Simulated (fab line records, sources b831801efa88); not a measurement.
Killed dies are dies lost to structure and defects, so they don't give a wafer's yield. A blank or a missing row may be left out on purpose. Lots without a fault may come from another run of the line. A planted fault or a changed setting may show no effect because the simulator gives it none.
fab line records | flow gf180mcu
record lots=5 wafers=15 last_day=33
route steps=602 shown SALICIDE@280 CONTACT@287 M1@315
lots that met no fault: from a run of the same line without faults
start_h: hours from the record's first day to the start of the lot's first wafer shown | wait_h: hours since the lot's step before | " the same as in the row above | L1.1+2: a row that stands for several wafers | - no value, or no start given | * or withheld: withheld | < > ~ a bound
route shown NAME@n: a module of which the file shows steps, and the number in the route of the first | usual: mean/standard deviation of fault-free wafers | same: alike in all rows | chamber/n: place in a boat | sites: the reading at each site | _std_site: their standard deviation | _edge_site: outer sites' mean less inner sites' | radius_mm: how far each site lies from the wafer's centre | mask NAME#n: copy n | behind: the tool/chamber that last shaped the wafer | hold: why the lot was held/for how many hours/how that ended | device: the transistor (n, p or np) that didn't switch | end of line: the same wafers' tests at the end of the route | a step without rows: its recipe alone | killed: dies lost to structure and defects at the first sort, not the wafer's yield | map: a wafer's dies, x killed, . not, _ none there
set.NAME: the setting as run; set.NAME@STEP: as run at that earlier step | model.NAME: the simulator's own value behind a step, which no gauge read
lots at some steps of the route; a table a step, a row a wafer
services: from which hour (start_h, from the record's first day; less than 0 if before it) a tool's chamber was out of use, for how many hours, and why
## steps
# step GF_SALICIDE_SPUTTER_02
# recipe material=Co target_thk_nm=10 power_w=1000 time_s=20 chamber_pressure_pa=0.4
# usual chamber_pressure_pa=0.4000/0.00092 throttle_valve_pct=30.2/1
# columns lot.wafer tool chamber start_h wait_h chamber_pressure_pa throttle_valve_pct
L078.2 pvd_sputter-04 - 374.93 0.0 0.3995 31.6
L078.4 " - " " 0.4001 31.0
L078.6 " - " " 0.3998 31.8
L079.1 pvd_sputter-04 - 380.14 0.0 0.4003 29.3
L079.5 " - " " 0.3991 31.4
L079.6 " - " " 0.4011 29.2
L086.2 pvd_sputter-04 - 442.63 0.0 0.4007 29.2
L086.3 " - " " 0.4010 31.7
L086.6 " - " " 0.4008 29.0
L090.1 pvd_sputter-02 - 471.67 0.0 0.4021 30.8
L090.3 " - " " 0.4001 30.4
L090.5 " - " " 0.4016 31.0
L092.1 pvd_sputter-03 - 494.31 0.0 0.3993 32.1
L092.3 " - " " 0.4003 30.1
L092.4 " - " " 0.3993 29.9
# step GF_SALICIDE_SPUTTER_03
# recipe material=TiN target_thk_nm=20 power_w=6500 time_s=16.7 chamber_pressure_pa=0.4
# usual chamber_pressure_pa=0.3999/0.00075 throttle_valve_pct=30.2/1
# columns lot.wafer tool chamber start_h wait_h chamber_pressure_pa throttle_valve_pct
L078.2 pvd_sputter-04 - 374.96 0.0 0.4000 31.5
L078.4 " - " " 0.3994 31.0
L078.6 " - " " 0.4003 31.6
L079.1 pvd_sputter-04 - 380.17 0.0 0.4002 29.3
L079.5 " - " " 0.4003 31.8
L079.6 " - " " 0.4000 29.3
L086.2 pvd_sputter-04 - 442.66 0.0 0.3993 29.0
L086.3 " - " " 0.4005 31.7
L086.6 " - " " 0.3997 29.1
L090.1 pvd_sputter-02 - 471.70 0.0 0.3989 31.1
L090.3 " - " " 0.4003 29.8
L090.5 " - " " 0.3986 31.0
L092.1 pvd_sputter-03 - 494.34 0.0 0.3996 31.9
L092.3 " - " " 0.3992 30.0
L092.4 " - " " 0.4002 30.0
# step GF_SALICIDE_RS_MEAS_04
# recipe thk_meas_gauge=four-point-probe reads=TiN_of_SALICIDE_SPUTTER_03+Co_of_SALICIDE_SPUTTER_02
# usual SALICIDE_TIN_RS=16.5/0.31
# columns lot.wafer tool chamber start_h wait_h SALICIDE_TIN_RS[ohm/sq]
L078.2 film_metro-02 - 375.00 0.0 16.7
L078.4 " - " " 16.5
L078.6 " - " " 16.8
L079.1 film_metro-01 - 380.19 0.0 16.1
L079.5 " - " " 16.5
L079.6 " - " " 16.5
L086.2 film_metro-04 - 442.71 0.0 16.4
L086.3 " - " " 16.7
L086.6 " - " " 16.5
L090.1 film_metro-04 - 471.72 0.0 16.6
L090.3 " - " " 16.7
L090.5 " - " " 16.7
L092.1 film_metro-02 - 494.36 0.0 16.3
L092.3 " - " " 16.2
L092.4 " - " " 16.5
# step GF_SALICIDE_THK_MEAS_05
# recipe thk_meas_gauge=xrf reads=TiN_of_SALICIDE_SPUTTER_03
# usual SALICIDE_TIN_THK=20.13/0.23
# columns lot.wafer tool chamber start_h wait_h SALICIDE_TIN_THK[nm]
L078.2 film_metro-02 - 375.11 0.1 20.28
L078.4 " - " " 20.43
L078.6 " - " " 20.42
L079.1 film_metro-01 - 380.31 0.1 20.08
L079.5 " - " " 19.79
L079.6 " - " " 19.84
L086.2 film_metro-04 - 442.82 0.1 20.30
L086.3 " - " " 20.26
L086.6 " - " " 20.22
L090.1 film_metro-04 - 471.84 0.1 20.43
L090.3 " - " " 20.48
L090.5 " - " " 20.34
L092.1 film_metro-02 - 494.48 0.1 20.23
L092.3 " - " " 20.12
L092.4 " - " " 20.09
# step GF_SALICIDE_RTA_06
# recipe temp_c=530 time_s=30 ambient=N2
# usual anneal_temp_c_max=532.8/0.52 chamber_o2_ppm=2.003/0.025 lamp_power_pct=6.32/0.29 wafer_temp_C_max=532.8/0.51
# columns lot.wafer tool chamber start_h wait_h anneal_temp_c_max chamber_o2_ppm lamp_power_pct wafer_temp_C_max
L078.2 rtp_anneal-02 0 375.18 0.1 532.8 2.026 6.65 532.6
L078.4 " 0 " " 533.3 2.002 6.64 533.0
L078.6 " 0 " " 532.7 1.991 6.63 532.8
L079.1 rtp_anneal-02 0 380.37 0.1 532.6 1.956 6.64 534.3
L079.5 " 0 " " 532.8 1.994 6.65 533.4
L079.6 " 0 " " 533.4 1.936 6.64 533.9
L086.2 rtp_anneal-01 0 442.88 0.1 533.5 1.994 6.06 532.7
L086.3 " 0 " " 533.3 1.963 6.06 533.1
L086.6 " 0 " " 533.3 1.980 6.06 533.4
L090.1 rtp_anneal-01 0 471.90 0.1 532.8 1.982 6.06 533.3
L090.3 " 0 " " 533.1 2.007 6.07 532.8
L090.5 " 0 " " 532.9 2.010 6.06 533.6
L092.1 rtp_anneal-02 0 494.54 0.1 532.5 1.987 6.63 532.6
L092.3 " 0 " " 531.7 2.016 6.64 532.3
L092.4 " 0 " " 532.3 2.017 6.64 532.7
# step GF_SALICIDE_WET_ETCH_07
# recipe chemistry=SPM target_depth_nm=120 dry=n2_spin
# columns lot.wafer tool chamber start_h wait_h
L078.2+4+6 wet_bench-03 0 375.26 0.1
L079.1+5+6 wet_bench-01 3 380.47 0.1
L086.2+3+6 wet_bench-01 0 442.97 0.1
L090.1+3+5 wet_bench-03 1 472.00 0.1
L092.1+3+4 wet_bench-03 0 494.64 0.1
# step GF_SALICIDE_RTA_08
# recipe temp_c=800 time_s=30 ambient=N2
# usual anneal_temp_c_max=804.5/0.89 chamber_o2_ppm=2.000/0.021 lamp_power_pct=17.6/0.81 wafer_temp_C_max=804.2/0.88
# columns lot.wafer tool chamber start_h wait_h anneal_temp_c_max chamber_o2_ppm lamp_power_pct wafer_temp_C_max
L078.2 rtp_anneal-02 0 375.37 0.0 804.1 1.985 18.4 805.4
L078.4 " 0 " " 804.2 1.970 18.4 806.4
L078.6 " 0 " " 803.6 1.964 18.4 803.2
L079.1 rtp_anneal-01 0 380.56 0.0 803.1 2.038 16.8 805.7
L079.5 " 0 " " 804.2 2.047 16.8 804.4
L079.6 " 0 " " 805.6 2.009 16.8 804.7
L086.2 rtp_anneal-02 0 443.09 0.0 803.8 1.986 18.4 803.8
L086.3 " 0 " " 805.4 2.020 18.4 805.3
L086.6 " 0 " " 804.3 2.007 18.4 803.5
L090.1 rtp_anneal-02 0 472.10 0.0 803.7 1.987 18.4 803.6
L090.3 " 0 " " 803.9 1.980 18.4 804.7
L090.5 " 0 " " 804.2 1.966 18.4 804.0
L092.1 rtp_anneal-01 0 494.74 0.0 804.1 1.995 16.8 804.2
L092.3 " 0 " " 805.6 2.010 16.8 803.7
L092.4 " 0 " " 806.1 2.039 16.8 805.9
# step GF_CONTACT_CVD_00
# recipe material=SiO2 target_thk_nm=300 sigma_open_frac=0.3 temp_c=400 time_s=50 sih4_flow_sccm=60 pressure_mtorr=6
# columns lot.wafer tool chamber start_h wait_h
L078.2+4+6 hdpcvd-02 2,2,1 375.45 0.1
L079.1+5+6 hdpcvd-02 1,1,2 380.66 0.1
L086.2+3+6 hdpcvd-02 0,1,2 443.17 0.1
L090.1+3+5 hdpcvd-02 0,1,1 472.20 0.1
L092.1+3+4 hdpcvd-01 2,0,1 494.84 0.1
# step GF_CONTACT_THK_MEAS_01
# recipe reads=SiO2_of_CONTACT_CVD_00
# usual CONTACT_CVD_00_THK=300/3.1
# columns lot.wafer tool chamber start_h wait_h CONTACT_CVD_00_THK[nm]
L078.2 film_metro-02 - 375.51 0.0 301
L078.4 " - " " 301
L078.6 " - " " 303
L079.1 film_metro-03 - 380.71 0.0 298
L079.5 " - " " 301
L079.6 " - " " 299
L086.2 film_metro-04 - 443.22 0.0 301
L086.3 " - " " 300
L086.6 " - " " 301
L090.1 film_metro-02 - 472.24 0.0 302
L090.3 " - " " 297
L090.5 " - " " 298
L092.1 film_metro-02 - 494.88 0.0 298
L092.3 " - " " 296
L092.4 " - " " 297
# step GF_CONTACT_CVD_02
# recipe material=SiO2 target_thk_nm=860 precursor=TEOS temp_c=400 time_s=95.992 rf_w=600
# usual heater_power_w=654/93
# columns lot.wafer tool chamber start_h wait_h heater_power_w
L078.2 pecvd-04 1 375.56 0.0 776
L078.4 " 1 " " 788
L078.6 " 2 " " 606
L079.1 pecvd-04 1 380.77 0.1 687
L079.5 " 1 " " 750
L079.6 " 0 " " 597
L086.2 pecvd-01 2 443.27 0.0 827
L086.3 " 0 " " 621
L086.6 " 2 " " 836
L090.1 pecvd-01 0 472.30 0.1 546
L090.3 " 2 " " 815
L090.5 " 2 " " 667
L092.1 pecvd-01 2 494.94 0.1 831
L092.3 " 0 " " 534
L092.4 " 2 " " 668
# step GF_CONTACT_THK_MEAS_03
# recipe reads=SiO2_of_CONTACT_CVD_02
# usual CONTACT_CVD_02_THK=861/12
# columns lot.wafer tool chamber start_h wait_h CONTACT_CVD_02_THK[nm]
L078.2 film_metro-04 - 375.64 0.0 864
L078.4 " - " " 881
L078.6 " - " " 873
L079.1 film_metro-03 - 380.84 0.0 861
L079.5 " - " " 875
L079.6 " - " " 864
L086.2 film_metro-02 - 443.35 0.0 859
L086.3 " - " " 852
L086.6 " - " " 848
L090.1 film_metro-04 - 472.37 0.0 840
L090.3 " - " " 837
L090.5 " - " " 854
L092.1 film_metro-04 - 495.01 0.0 853
L092.3 " - " " 861
L092.4 " - " " 865
# step GF_CONTACT_CMP_04
# recipe material=SiO2 down_force_psi=4 platen_rpm=60 pad_velocity_m_s=0.94248
# usual motor_current_A=12.5/0.94 time_to_endpoint_s=111/7.1
# columns lot.wafer tool chamber start_h wait_h motor_current_A time_to_endpoint_s
L078.2 cmp-02 2 375.74 0.1 12.8 113
L078.4 " 3 " " 11.6 125
L078.6 " 1 " " 11.8 124
L079.1 cmp-02 2 380.90 0.1 12.2 110
L079.5 " 2 " " 12.4 119
L079.6 " 3 " " 12.0 116
L086.3 cmp-01 2 443.50 0.1 12.7 112
L086.2 " 3 " " 13.4 113
L086.6 " 1 " " 14.0 106
L090.1 cmp-02 3 472.48 0.1 11.4 98
L090.3 " 0 " " 11.7 99
L090.5 " 3 " " 11.7 103
L092.3 cmp-01 2 495.07 0.0 14.0 113
L092.1 " 3 " " 12.5 108
L092.4 " 0 " " 12.6 115
# step GF_CONTACT_BOW_MEAS_05
# recipe mode=bow
# usual CONTACT_BOW=64/6.6
# columns lot.wafer tool chamber start_h wait_h CONTACT_BOW[um]
L078.2 film_metro-03 - 376.01 0.2 64
L078.4 " - " " 68
L078.6 " - " " 63
L079.1 film_metro-04 - 381.20 0.2 66
L079.5 " - " " 66
L079.6 " - " " 65
L086.2 film_metro-02 - 443.72 0.1 54
L086.3 " - " " 57
L086.6 " - " " 62
L090.1 film_metro-02 - 472.73 0.2 67
L090.3 " - " " 67
L090.5 " - " " 56
L092.1 film_metro-02 - 495.37 0.2 63
L092.3 " - " " 69
L092.4 " - " " 60
# step GF_CONTACT_DEHYDRATE_06
# recipe temp_c=200 time_s=60
# usual heater_power_total_W=160.38/0.12
# columns lot.wafer tool chamber start_h wait_h heater_power_total_W
L078.2 litho_track-02 0 385.50 9.5 160.32
L078.4 " 0 " " 160.45
L078.6 " 0 " " 160.44
L079.1 litho_track-01 0 390.79 9.6 160.61
L079.5 " 0 " " 160.19
L079.6 " 0 " " 160.32
L086.2 litho_track-02 0 455.80 12.1 160.55
L086.3 " 0 " " 160.30
L086.6 " 0 " " 160.34
L090.1 litho_track-02 0 484.37 11.6 160.42
L090.3 " 0 " " 160.35
L090.5 " 0 " " 160.38
L092.1 litho_track-02 0 506.72 11.3 160.41
L092.3 " 0 " " 160.55
L092.4 " 0 " " 160.42
# step GF_CONTACT_HMDS_07
# recipe prime_time_s=60 prime_temp_c=120
# columns lot.wafer tool chamber start_h wait_h
L078.2+4+6 litho_track-02 0 385.65 0.1
L079.1+5+6 litho_track-01 0 390.94 0.1
L086.2+3+6 litho_track-02 0 455.95 0.1
L090.1+3+5 litho_track-02 0 484.52 0.1
L092.1+3+4 litho_track-02 0 506.87 0.1
# step GF_CONTACT_COAT_08
# recipe resist=BARC temp_c=withheld time_s=withheld spin_rpm=withheld resist_thk_nm=withheld
# columns lot.wafer tool chamber start_h wait_h
L078.2+4+6 litho_track-02 0 385.80 0.1
L079.1+5+6 litho_track-01 0 391.09 0.1
L086.2+3+6 litho_track-02 0 456.10 0.1
L090.1+3+5 litho_track-02 0 484.67 0.1
L092.1+3+4 litho_track-02 0 507.02 0.1
# step GF_CONTACT_COAT_09
# recipe resist=KrF spin_rpm=withheld resist_thk_nm=1000
# columns lot.wafer tool chamber start_h wait_h
L078.2+4+6 litho_track-02 0 - -
L079.1+5+6 litho_track-01 0 - -
L086.2+3+6 litho_track-02 0 - -
L090.1+3+5 litho_track-02 0 - -
L092.1+3+4 litho_track-02 0 - -
# step GF_CONTACT_SOFTBAKE_10
# recipe temp_c=130 time_s=60 resist=KrF
# usual heater_power_total_W=93.05/0.05
# columns lot.wafer tool chamber start_h wait_h heater_power_total_W
L078.2 litho_track-02 0 - - 93.05
L078.4 " 0 " " 93.07
L078.6 " 0 " " 93.10
L079.1 litho_track-01 0 - - 93.00
L079.5 " 0 " " 93.06
L079.6 " 0 " " 93.10
L086.2 litho_track-02 0 - - 93.09
L086.3 " 0 " " 93.07
L086.6 " 0 " " 93.08
L090.1 litho_track-02 0 - - 93.02
L090.3 " 0 " " 92.94
L090.5 " 0 " " 93.03
L092.1 litho_track-02 0 - - 93.00
L092.3 " 0 " " 93.05
L092.4 " 0 " " 93.04
# step GF_CONTACT_EXPOSE_11
# recipe mask_id=Contact target_cd_nm=220 na=0.68 source_shape=conventional sigma_outer=0.6 dose_mj=38
# columns lot.wafer tool chamber start_h wait_h mask
L078.2+4+6 krf_scanner-02 0 - - Contact#0
L079.1+5+6 krf_scanner-02 0 - - Contact#0
L086.2+3+6 krf_scanner-02 0 - - Contact#0
L090.1+3+5 krf_scanner-01 0 - - Contact#0
L092.1+3+4 krf_scanner-02 0 - - Contact#0
# step GF_CONTACT_PEB_12
# recipe peb_temp_c=135 peb_time_s=90 resist=KrF
# usual heater_power_total_W=85.69/0.083
# columns lot.wafer tool chamber start_h wait_h heater_power_total_W
L078.2 litho_track-01 0 - - 85.74
L078.4 " 0 " " 85.84
L078.6 " 0 " " 85.81
L079.1 litho_track-04 0 - - 85.73
L079.5 " 0 " " 85.81
L079.6 " 0 " " 85.79
L086.2 litho_track-04 0 - - 85.63
L086.3 " 0 " " 85.73
L086.6 " 0 " " 85.60
L090.1 litho_track-04 0 - - 85.85
L090.3 " 0 " " 85.68
L090.5 " 0 " " 85.60
L092.1 litho_track-04 0 - - 85.76
L092.3 " 0 " " 85.69
L092.4 " 0 " " 85.64
# step GF_CONTACT_DEVELOP_13
# recipe develop_time_s=60 resist=KrF dev_temp_c=21
# columns lot.wafer tool chamber start_h wait_h
L078.2+4+6 litho_track-01 0 396.86 0.2
L079.1+5+6 litho_track-04 0 402.30 0.2
L086.2+3+6 litho_track-04 0 468.17 0.2
L090.1+3+5 litho_track-04 0 496.84 0.2
L092.1+3+4 litho_track-04 0 518.84 0.2
# step GF_CONTACT_CD_MEAS_14
# recipe target_cd_nm=220
# usual cd_nm=220.2/1.4
# columns lot.wafer tool chamber start_h wait_h cd_nm
L078.2 cd_sem-02 - 397.01 0.1 219.9
L078.4 " - " " 221.0
L078.6 " - " " 220.2
L079.1 cd_sem-02 - 402.45 0.1 220.9
L079.5 " - " " 219.3
L079.6 " - " " 218.8
L086.2 cd_sem-01 - 468.31 0.1 218.4
L086.3 " - " " 220.0
L086.6 " - " " 219.6
L090.1 cd_sem-01 - 496.99 0.1 217.8
L090.3 " - " " 218.5
L090.5 " - " " 219.6
L092.1 cd_sem-01 - 518.99 0.1 219.5
L092.3 " - " " 219.0
L092.4 " - " " 217.8
# step GF_CONTACT_OVL_MEAS_15
# usual CONTACT_OVL=2/5.6
# columns lot.wafer tool chamber start_h wait_h CONTACT_OVL[nm]
L078.2 overlay-01 - 397.11 0.1 11
L078.4 " - " " 9
L078.6 " - " " 10
L079.1 overlay-01 - 402.57 0.1 5
L079.5 " - " " 5
L079.6 " - " " 7
L086.2 overlay-01 - 468.42 0.1 10
L086.3 " - " " -4
L086.6 " - " " 1
L090.1 overlay-01 - 497.11 0.1 -6
L090.3 " - " " -5
L090.5 " - " " -5
L092.1 overlay-02 - 519.11 0.1 10
L092.3 " - " " 5
L092.4 " - " " 3
# step GF_CONTACT_ETCH_16
# recipe chemistry=N2/H2 target_depth_a=withheld overetch_a=withheld time_s=withheld target=BARC ion_energy_ev=200 source_w=500 bias_w=100 pressure_mtorr=30 n2_flow_sccm=100 h2_flow_sccm=200
# usual drypump_motor_current_A=6.0/0.37 oes_product_au=0.854/0.0047 throttle_valve_pct=13.224/0.0097
# columns lot.wafer tool chamber start_h wait_h drypump_motor_current_A oes_product_au throttle_valve_pct
L078.2 rie_diel-03 2 397.14 0.0 5.6 0.854 13.218
L078.4 " 3 " " 6.0 0.859 13.232
L078.6 " 0 " " 5.9 0.854 13.218
L079.1 rie_diel-04 1 402.60 0.0 5.8 0.856 13.213
L079.5 " 3 " " 6.0 0.855 13.237
L079.6 " 0 " " 5.5 0.859 13.233
L086.2 rie_diel-03 3 468.45 0.0 6.0 0.857 13.223
L086.3 " 1 " " 6.5 0.847 13.215
L086.6 " 2 " " 5.5 0.857 13.233
L090.1 rie_diel-04 3 497.15 0.0 6.0 0.856 13.234
L090.3 " 0 " " 5.6 0.855 13.230
L090.5 " 2 " " 6.8 0.854 13.242
L092.1 rie_diel-02 2 519.15 0.0 5.7 0.863 13.218
L092.3 " 0 " " 5.8 0.846 13.219
L092.4 " 1 " " 5.7 0.853 13.222
# step GF_CONTACT_ETCH_17
# recipe chemistry=C4F8/O2/Ar mask_material=KrF target=SiO2 stop_on=CoSi2 source_w=1500 bias_w=1200 pressure_mtorr=40 c4f8_flow_sccm=withheld O2_flow_sccm=6 Ar_flow_sccm=300 time_s=withheld target_depth_a=8600
# usual oes_product_au=0.814/0.0045
# columns lot.wafer tool chamber start_h wait_h oes_product_au
L078.2 rie_diel-03 2 - - 0.817
L078.4 " 3 " " 0.825
L078.6 " 0 " " 0.809
L079.1 rie_diel-04 1 - - 0.815
L079.5 " 3 " " 0.806
L079.6 " 0 " " 0.809
L086.2 rie_diel-03 3 - - 0.810
L086.3 " 1 " " 0.818
L086.6 " 2 " " 0.811
L090.1 rie_diel-04 3 - - 0.813
L090.3 " 0 " " 0.810
L090.5 " 2 " " 0.809
L092.1 rie_diel-02 2 - - 0.812
L092.3 " 0 " " 0.819
L092.4 " 1 " " 0.810
# step GF_CONTACT_STRIP_18
# recipe chemistry=O2/N2 power_w=1400 pressure_mtorr=1500 platen_temp_c=250 o2_flow_sccm=3000 n2_flow_sccm=300 overash_fraction=0.5
# usual drypump_motor_current_A=5.6/0.52 heater_power_w=310/30 oes_product_au=0.580/0.0052
# columns lot.wafer tool chamber start_h wait_h drypump_motor_current_A heater_power_w oes_product_au rf_hours_counter_h
L078.2 plasma_asher-04 0 397.30 - 4.8 294 0.582 75
L078.4 " 0 " " 4.8 284 0.581 -
L078.6 " 1 " " 6.1 280 0.575 -
L079.1 plasma_asher-03 1 402.77 - 6.2 363 0.582 26
L079.5 " 1 " " 6.2 348 0.587 -
L079.6 " 0 " " 6.0 261 0.583 -
L086.2 plasma_asher-04 0 468.61 - 4.8 297 0.577 4
L086.3 " 1 " " 6.1 305 0.576 -
L086.6 " 0 " " 4.8 297 0.578 -
L090.1 plasma_asher-04 0 497.31 - 4.8 305 0.578 7
L090.3 " 1 " " 6.0 305 0.576 -
L090.5 " 0 " " 4.8 305 0.582 -
L092.1 plasma_asher-04 0 519.31 - 4.8 305 0.587 10
L092.3 " 0 " " 4.8 300 0.590 -
L092.4 " 1 " " 6.1 296 0.577 -
# step GF_CONTACT_CLEAN_19
# recipe chemistry=SPM
# columns lot.wafer tool chamber start_h wait_h
L078.2+4+6 wet_bench-01 2 397.40 0.1
L079.1+5+6 wet_bench-02 2 402.87 0.1
L086.2+3+6 wet_bench-02 0 468.71 0.1
L090.1+3+5 wet_bench-01 2 497.41 0.1
L092.1+3+4 wet_bench-03 3 519.41 0.1
# step GF_CONTACT_CLEAN_20
# recipe chemistry=DIW
# columns lot.wafer tool chamber start_h wait_h
L078.2+4+6 wet_bench-03 1 397.50 0.0
L079.1+5+6 wet_bench-01 0 402.96 0.0
L086.2+3+6 wet_bench-03 1 468.81 0.0
L090.1+3+5 wet_bench-03 2 497.51 0.0
L092.1+3+4 wet_bench-01 0 519.50 0.0
# step GF_CONTACT_CLEAN_21
# recipe chemistry=dHF time_s=20 dilution=100:1 dry=ipa_marangoni
# columns lot.wafer tool chamber start_h wait_h
L078.2+4+6 wet_bench-01 2 397.60 0.0
L079.1+5+6 wet_bench-03 0 403.05 0.0
L086.2+3+6 wet_bench-01 3 468.91 0.0
L090.1+3+5 wet_bench-02 1 497.61 0.0
L092.1+3+4 wet_bench-02 2 519.60 0.0
# step GF_CONTACT_SPUTTER_22
# recipe material=Ti target_thk_nm=15 chamber_pressure_pa=5 power_w=2500 substrate_temp_c=200 time_s=80.02
# usual chamber_pressure_pa=5.000/0.0098 throttle_valve_pct=29.8/1.3
# columns lot.wafer tool chamber start_h wait_h chamber_pressure_pa throttle_valve_pct
L078.2 pvd_sputter-02 - 397.61 0.0 5.017 30.1
L078.4 " - " " 5.000 28.5
L078.6 " - " " 4.998 30.8
L079.1 pvd_sputter-02 - 403.06 0.0 4.981 30.9
L079.5 " - " " 4.988 30.8
L079.6 " - " " 5.002 30.3
L086.2 pvd_sputter-01 - 468.92 0.0 4.997 31.7
L086.3 " - " " 5.008 29.0
L086.6 " - " " 5.004 27.8
L090.1 pvd_sputter-02 - 497.62 0.0 4.998 30.7
L090.3 " - " " 4.988 28.5
L090.5 " - " " 4.983 28.5
L092.1 pvd_sputter-02 - 519.61 0.0 4.991 30.5
L092.3 " - " " 4.992 28.8
L092.4 " - " " 5.004 30.9
# step GF_CONTACT_SPUTTER_23
# recipe material=TiN target_thk_nm=10 chamber_pressure_pa=5 power_w=4000 time_s=40
# usual chamber_pressure_pa=5.000/0.0097 throttle_valve_pct=29.8/1.3
# columns lot.wafer tool chamber start_h wait_h chamber_pressure_pa throttle_valve_pct
L078.2 pvd_sputter-02 - 397.67 0.0 4.995 30.4
L078.4 " - " " 4.996 28.4
L078.6 " - " " 5.009 30.8
L079.1 pvd_sputter-02 - 403.12 0.0 4.990 30.7
L079.5 " - " " 4.999 30.7
L079.6 " - " " 5.015 30.3
L086.2 pvd_sputter-01 - 468.98 0.0 5.010 32.1
L086.3 " - " " 5.004 28.8
L086.6 " - " " 4.990 27.7
L090.1 pvd_sputter-02 - 497.68 0.0 4.989 30.9
L090.3 " - " " 5.012 28.6
L090.5 " - " " 5.022 28.7
L092.1 pvd_sputter-02 - 519.67 0.0 4.992 30.0
L092.3 " - " " 4.999 29.1
L092.4 " - " " 5.006 30.7
# step GF_CONTACT_CVD_24
# recipe material=W target_thk_nm=300 time_s=90.339 temp_c=400 pressure_torr=40
# usual heater_power_w=845/110
# columns lot.wafer tool chamber start_h wait_h heater_power_w
L078.2 cvd_w-02 0 397.71 0.0 716
L078.4 " 0 " " 705
L078.6 " 0 " " 698
L079.1 cvd_w-02 1 403.16 0.0 979
L079.5 " 1 " " 1006
L079.6 " 0 " " 716
L086.2 cvd_w-01 0 469.02 0.0 861
L086.3 " 0 " " 833
L086.6 " 1 " " 803
L090.1 cvd_w-02 1 497.72 0.0 997
L090.3 " 0 " " 719
L090.5 " 1 " " 981
L092.1 cvd_w-01 0 519.71 0.0 870
L092.3 " 0 " " 874
L092.4 " 0 " " 865
# step GF_CONTACT_RS_MEAS_25
# recipe thk_meas_gauge=four-point-probe reads=W_of_CONTACT_CVD_24+TiN_of_CONTACT_SPUTTER_23+Ti_of_CONTACT_SPUTTER_22
# usual CONTACT_W_RS=0.382/0.0044
# columns lot.wafer tool chamber start_h wait_h CONTACT_W_RS[ohm/sq]
L078.2 film_metro-03 - 397.83 0.1 0.386
L078.4 " - " " 0.388
L078.6 " - " " 0.390
L079.1 film_metro-02 - 403.26 0.1 0.376
L079.5 " - " " 0.379
L079.6 " - " " 0.383
L086.2 film_metro-03 - 469.14 0.1 0.381
L086.3 " - " " 0.384
L086.6 " - " " 0.379
L090.1 film_metro-02 - 497.82 0.1 0.381
L090.3 " - " " 0.388
L090.5 " - " " 0.380
L092.1 film_metro-03 - 519.91 0.2 0.391
L092.3 " - " " 0.388
L092.4 " - " " 0.389
# step GF_CONTACT_THK_MEAS_26
# recipe thk_meas_gauge=xrf reads=W_of_CONTACT_CVD_24
# usual CONTACT_W_THK=305/4.3
# columns lot.wafer tool chamber start_h wait_h CONTACT_W_THK[nm]
L078.2 film_metro-03 - 397.94 0.1 303
L078.4 " - " " 301
L078.6 " - " " 302
L079.1 film_metro-02 - 403.38 0.1 308
L079.5 " - " " 308
L079.6 " - " " 304
L086.2 film_metro-03 - 469.25 0.1 307
L086.3 " - " " 306
L086.6 " - " " 310
L090.1 film_metro-02 - 497.94 0.1 304
L090.3 " - " " 297
L090.5 " - " " 304
L092.1 film_metro-03 - 520.03 0.1 297
L092.3 " - " " 299
L092.4 " - " " 298
# step GF_CONTACT_CMP_27
# recipe stop_on=SiO2 down_force_psi=3.5 platen_rpm=60 t_overpolish_s=15 target_thk_nm=0 pad_velocity_m_s=0.94248
# usual motor_current_A=11.7/0.93 overpolish_run_s=15.001/0.009 time_to_endpoint_s=72.5/2.9
# columns lot.wafer tool chamber start_h wait_h motor_current_A overpolish_run_s time_to_endpoint_s
L078.4 cmp-01 1 398.04 0.1 13.3 15.001 68.8
L078.2 " 2 " " 12.7 14.995 71.6
L078.6 " 1 " " 12.8 15.018 71.9
L079.1 cmp-01 2 403.57 0.2 12.7 15.001 73.4
L079.5 " 2 " " 13.3 14.994 73.8
L079.6 " 3 " " 12.5 14.999 72.0
L086.2 cmp-01 0 469.30 0.0 11.2 14.996 72.6
L086.3 " 2 " " 12.9 15.004 75.7
L086.6 " 0 " " 11.1 14.995 72.0
L090.1 cmp-01 1 498.00 0.1 13.3 15.006 68.4
L090.3 " 2 " " 13.7 15.015 67.1
L090.5 " 2 " " 12.8 15.005 69.4
L092.4 cmp-01 1 520.09 0.0 12.9 14.986 71.2
L092.1 " 2 " " 13.1 15.010 71.8
L092.3 " 0 " " 12.2 15.006 73.6
# step GF_M1_SPUTTER_00
# recipe material=Ti target_thk_nm=37.5 arriving_ion_energy_ev=80 substrate_temp_c=200 chamber_pressure_pa=2 power_w=4000 time_s=150
# usual chamber_pressure_pa=2.000/0.0038 throttle_valve_pct=29.8/1.3
# columns lot.wafer tool chamber start_h wait_h chamber_pressure_pa throttle_valve_pct
L078.2 pvd_sputter-01 - 398.29 0.1 2.001 28.9
L078.4 " - " " 1.999 29.5
L078.6 " - " " 2.001 28.7
L079.1 pvd_sputter-04 - 403.87 0.2 2.001 30.7
L079.5 " - " " 1.991 29.5
L079.6 " - " " 2.000 31.6
L086.2 pvd_sputter-02 - 469.60 0.2 1.996 30.7
L086.3 " - " " 1.997 28.9
L086.6 " - " " 2.000 30.3
L090.1 pvd_sputter-01 - 498.32 0.3 2.005 28.7
L090.3 " - " " 1.999 27.8
L090.5 " - " " 1.994 29.6
L092.1 pvd_sputter-01 - 520.39 0.2 2.003 32.0
L092.3 " - " " 1.998 27.7
L092.4 " - " " 2.000 28.8
## services
# columns tool chamber start_h hours kind
rie_diel-04 0 359.22 4.4 repair
cmp-02 - 361.68 5.6 pm
pecvd-01 - 368.88 14.0 pm
pecvd-01 2 370.91 8.6 repair
cvd_w-02 1 371.11 7.7 repair
plasma_asher-04 - 377.81 6.0 repair
cvd_w-02 - 380.34 0.5 repair
pecvd-01 - 393.43 0.7 repair
pecvd-01 2 397.34 4.6 repair
rie_diel-03 1 399.17 4.9 repair
cmp-02 - 404.00 4.0 pm
pvd_sputter-04 - 405.41 18.8 repair
pvd_sputter-04 - 409.96 3.4 repair
plasma_asher-04 - 421.25 9.0 pm
wet_bench-03 - 422.30 1.1 repair
krf_scanner-02 - 440.57 1.0 pm
hdpcvd-02 - 450.77 6.0 pm
rie_diel-04 0 458.55 8.8 repair
krf_scanner-02 - 463.05 0.8 pm
pvd_sputter-01 - 467.28 1.6 repair
krf_scanner-02 - 474.35 3.6 pm
krf_scanner-02 - 479.32 0.5 repair
hdpcvd-02 - 480.47 0.5 repair
krf_scanner-02 - 508.74 1.3 pm
## key
fault none
